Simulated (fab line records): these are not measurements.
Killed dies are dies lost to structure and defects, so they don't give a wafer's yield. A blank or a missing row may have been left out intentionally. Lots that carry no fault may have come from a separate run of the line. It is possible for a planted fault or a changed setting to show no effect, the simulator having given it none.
2 desks, one fault / flow sky130 / each desk has only its own numbers; what lay behind them comes last

## THE TOOL OWNER'S DESK: rie-diel-03
The tool's own readings at SKY_SPACER_ETCHBACK_02 (etches Si3N4 in CH3F/O2, stops on SiO2, time 46.7 s, target depth 45 nm): means of the sampled wafers that have a number, for each lot that ran on this tool. Marked OUT: a lot whose mean sits more than 4 standard deviations from the usual mean, which makes it out of limits; the brackets give that distance.
Columns: A = O2_flow_sccm at SKY_SPACER_ETCHBACK_02, usual 30.02 sccm; B = chamber-pressure-mTorr at SKY_SPACER_ETCHBACK_02, usual 25.005 mTorr; C = drypump-motor-current-A at SKY_SPACER_ETCHBACK_02, usual 5.8 A; D = oes-product-au at SKY_SPACER_ETCHBACK_02, usual 0.857 a.u.; E = throttle-valve-pct at SKY_SPACER_ETCHBACK_02, usual 10.562 %
lot=L114; first seen here=day 23 19:49; A=30.02; B=25.032; C=5.3; D=0.859; E=10.560
lot=L115; first seen here=day 24 01:14; A=30.02; B=25.001; C=5.3; D=0.855; E=10.565
lot=L116; first seen here=day 24 10:49; A=30.02; B=24.996; C=5.4; D=0.861; E=10.567
lot=L118; first seen here=day 25 14:49; A=30.09; B=25.035; C=5.4; D=0.857; E=10.565
lot=L121; first seen here=day 26 07:58; A=30.08; B=25.012; C=5.3; D=0.859; E=10.565
lot=L123; first seen here=day 26 23:55; A=30.00; B=25.016; C=5.7; D=0.849; E=10.559
lot=L125; first seen here=day 27 12:06; A=29.85; B=24.998; C=6.0; D=0.856; E=10.563
lot=L126; first seen here=day 27 23:03; A=30.07; B=24.984; C=5.7; D=0.848; E=10.555
lot=L137; first seen here=day 31 02:14; A=30.01; B=25.011; C=5.3; D=0.856; E=10.567
This desk's finding: nothing out of limits on any of the 9 lots.

## THE METROLOGY DESK
What the gauges read, lot by lot, whatever tool the lot ran on: means of the sampled wafers that have a number. Marked OUT: a lot whose mean sits more than 4 standard deviations from the usual mean, which makes it out of limits; the brackets give that distance.
Columns: A = POLY_GATE_OXIDATION_THK at SKY_POLY_GATE_THK_MEAS_21, usual 3.99 nm; B = SPACER_CVD_00_THK at SKY_SPACER_THK_MEAS_01, usual 43.3 nm; C = RES_XHIGH_TW at SKY_RES_XHIGH_TW_MEAS_09, usual 1627
lot=L114; first seen here=day 17 09:41; A=4.07; B=43.6; C=1648
lot=L115; first seen here=day 17 15:17; A=3.93; B=43.2; C=1643
lot=L116; first seen here=day 18 00:53; A=3.94; B=43.5; C=1618
lot=L117; first seen here=day 18 08:21; A=4.04; B=43.9; C=1610
lot=L118; first seen here=day 19 03:19; A=3.91; B=43.2; C=1642
lot=L119; first seen here=day 19 11:19; A=4.00; B=43.7; C=1644
lot=L121; first seen here=day 19 22:32; A=3.95; B=43.4; C=1645
lot=L123; first seen here=day 20 14:06; A=4.03; B=42.8; C=1638
lot=L125; first seen here=day 21 05:14; A=3.86; B=43.0; C=1613
lot=L126; first seen here=day 21 15:26; A=3.99; B=42.5; C=1615
lot=L129; first seen here=day 22 05:21; A=3.94; B=42.9; C=1606
lot=L137; first seen here=day 24 19:25; A=3.99; B=43.5; C=1648
This desk's finding: nothing out of limits on any of the 12 lots.

## TAKEN TOGETHER
Nothing out of limits was seen by the tool owner's desk.
At the metrology desk, nothing out of limits was observed.

## WHAT THE SIMULATOR HAD INSERTED
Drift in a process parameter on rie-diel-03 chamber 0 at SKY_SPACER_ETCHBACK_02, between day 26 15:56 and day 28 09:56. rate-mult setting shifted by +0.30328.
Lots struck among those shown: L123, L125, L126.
